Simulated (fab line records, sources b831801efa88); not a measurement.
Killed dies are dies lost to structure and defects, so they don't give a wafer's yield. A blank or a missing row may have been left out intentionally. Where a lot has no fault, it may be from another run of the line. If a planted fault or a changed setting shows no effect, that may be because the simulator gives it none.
Which tool did it? | flow gf180mcu | 39 wafers from 13 lots sampled at 4 of the route's 602 steps

== WHAT THE GAUGES READ, wafer by wafer ==
GF_V5_CD_MEAS_14: the cd target is 260 nm. Usual: cd-nm at 260.1 nm, with a standard deviation of 1.2.
lot  | measured     | on        | cd-nm (nm)        | flag
L126 | day 27 02:08 | cd-sem-01 | 258.5 258.6 257.8 |
L127 | day 27 06:58 | cd-sem-01 | 258.9 260.3 258.8 |
L128 | day 28 04:49 | cd-sem-01 | 260.9 262.1 261.9 |
L129 | day 28 06:28 | cd-sem-01 | 260.3 259.4 258.5 |
L130 | day 28 09:48 | cd-sem-01 | 259.5 261.0 260.2 |
L131 | day 28 18:06 | cd-sem-02 | 259.9 261.7 260.7 |
L133 | day 29 09:41 | cd-sem-01 | 259.7 260.7 261.1 |
L139 | day 31 08:14 | cd-sem-02 | 261.9 260.8 261.4 |
L145 | day 32 14:24 | cd-sem-01 | 261.9 261.1 261.3 |
L146 | day 32 22:21 | cd-sem-02 | 260.6 259.4 259.1 |
L147 | day 33 02:11 | cd-sem-01 | 260.4 259.7 259.7 |
L148 | day 33 08:30 | cd-sem-02 | 257.9 257.3 257.5 |
L149 | day 33 13:51 | cd-sem-01 | 260.1 258.5 259.9 |

GF_TOP_METAL_OVL_MEAS_15. Usual: TOP_METAL_OVL -0.1 nm, standard deviation 1.
lot  | measured     | on         | TOP_METAL_OVL (nm) | flag
L126 | day 28 00:03 | overlay-02 | 0.6 -1.0 1.0       |
L127 | day 28 04:16 | overlay-02 | 1.4 1.6 1.0        |
L128 | day 29 01:46 | overlay-02 | 1.2 0.7 -0.4       |
L129 | day 29 03:33 | overlay-01 | -0.2 -0.2 -1.7     |
L130 | day 29 06:58 | overlay-01 | -0.4 -0.7 -0.4     |
L131 | day 29 14:14 | overlay-01 | 2.4 -0.5 0.8       |
L133 | day 30 05:37 | overlay-02 | 0.2 0.0 1.6        |
L139 | day 32 02:32 | overlay-02 | -0.4 0.3 1.3       |
L145 | day 33 07:49 | overlay-02 | -0.6 -1.2 -0.2     |
L146 | day 33 16:19 | overlay-02 | -0.5 -0.3 -3.0     |
L147 | day 33 19:27 | overlay-01 | -0.4 -0.6 -1.2     |
L148 | day 34 01:16 | overlay-01 | 0.9 1.2 -0.2       |
L149 | day 34 06:55 | overlay-01 | 0.0 0.1 0.8        |

== WHICH TOOL RAN EACH LOT (tool, then ch and the chambers of the sampled wafers, then the start) ==
lot  | GF_STI_WET_ETCH_27             | GF_TOP_METAL_SPUTTER_04
L126 | wet-bench-01 ch 0, day 2 03:49 | pvd-sputter-02, day 27 03:51
L127 | wet-bench-01 ch 3, day 2 09:12 | pvd-sputter-02, day 27 08:42
L128 | wet-bench-04 ch 3, day 2 16:58 | pvd-sputter-04, day 28 06:34
L129 | wet-bench-02 ch 0, day 2 19:56 | pvd-sputter-02, day 28 08:11
L130 | wet-bench-02 ch 2, day 3 02:04 | pvd-sputter-04, day 28 11:32
L131 | wet-bench-04 ch 0, day 3 05:38 | pvd-sputter-04, day 28 19:50
L133 | wet-bench-02 ch 3, day 3 17:44 | pvd-sputter-04, day 29 11:24
L139 | wet-bench-01 ch 2, day 5 00:52 | pvd-sputter-04, day 31 09:56
L145 | wet-bench-02 ch 0, day 6 06:26 | pvd-sputter-02, day 32 16:08
L146 | wet-bench-04 ch 3, day 6 10:28 | pvd-sputter-02, day 33 00:05
L147 | wet-bench-02 ch 3, day 6 15:25 | pvd-sputter-01, day 33 03:53
L148 | wet-bench-02 ch 0, day 6 21:37 | pvd-sputter-04, day 33 10:14
L149 | wet-bench-04 ch 1, day 7 04:28 | pvd-sputter-01, day 33 15:35
- GF_STI_WET_ETCH_27: etches Si3N4 in H3PO4, target depth 160 nm, time 1825 s.
- GF_TOP_METAL_SPUTTER_04: material TiN, target thk 25 nm, time 20.8 s.

== AS READ BY THE TOOLS THEMSELVES (means over the sampled wafers that have a number; for cases with no such wafer, the mark the record gives instead) ==
GF_STI_WET_ETCH_27. Usual: bath-guard-temp-C at 160.2 C, with a standard deviation of 0.48.
lot  | tool         | bath-guard-temp-C (C) | flag
L126 | wet-bench-01 | 160.5                 |
L127 | wet-bench-01 | 160.3                 |
L128 | wet-bench-04 | 159.3                 |
L129 | wet-bench-02 | 160.0                 |
L130 | wet-bench-02 | 160.3                 |
L131 | wet-bench-04 | 159.5                 |
L133 | wet-bench-02 | 160.7                 |
L139 | wet-bench-01 | 160.9                 |
L145 | wet-bench-02 | 160.0                 |
L146 | wet-bench-04 | 159.5                 |
L147 | wet-bench-02 | 160.7                 |
L148 | wet-bench-02 | 159.8                 |
L149 | wet-bench-04 | 160.3                 |

GF_TOP_METAL_SPUTTER_04. Usual: throttle-valve-pct at 30.0 %, with a standard deviation of 1.1.
lot  | tool           | throttle-valve-pct (%) | flag
L126 | pvd-sputter-02 | 29.9                   |
L127 | pvd-sputter-02 | 31.1                   |
L128 | pvd-sputter-04 | 30.6                   |
L129 | pvd-sputter-02 | 31.3                   |
L130 | pvd-sputter-04 | 30.2                   |
L131 | pvd-sputter-04 | 30.3                   |
L133 | pvd-sputter-04 | 29.4                   |
L139 | pvd-sputter-04 | 29.0                   |
L145 | pvd-sputter-02 | 30.7                   |
L146 | pvd-sputter-02 | 30.4                   |
L147 | pvd-sputter-01 | 30.5                   |
L148 | pvd-sputter-04 | 29.9                   |
L149 | pvd-sputter-01 | 29.6                   |

== THE ANSWER, worked out from the rows above alone ==
Rule: a lot is off if the mean of its wafers that have a number lies more than 3 standard deviations from the usual mean. Also off: a lot with no number at a reading for which 4 or more lots have one. Where the step has rows for the other lots, those lots are counted as sound. First the gauges in route order, then the tools' own readings, where a lot's mean is used as printed above. The first step at which some lot is off is used, and at that step the reading that is off furthest; a lot without a number counts as furthest.
No lot is off at any reading shown: from this, nothing can be told.

== WHAT THE SIMULATOR HAD PUT IN ==
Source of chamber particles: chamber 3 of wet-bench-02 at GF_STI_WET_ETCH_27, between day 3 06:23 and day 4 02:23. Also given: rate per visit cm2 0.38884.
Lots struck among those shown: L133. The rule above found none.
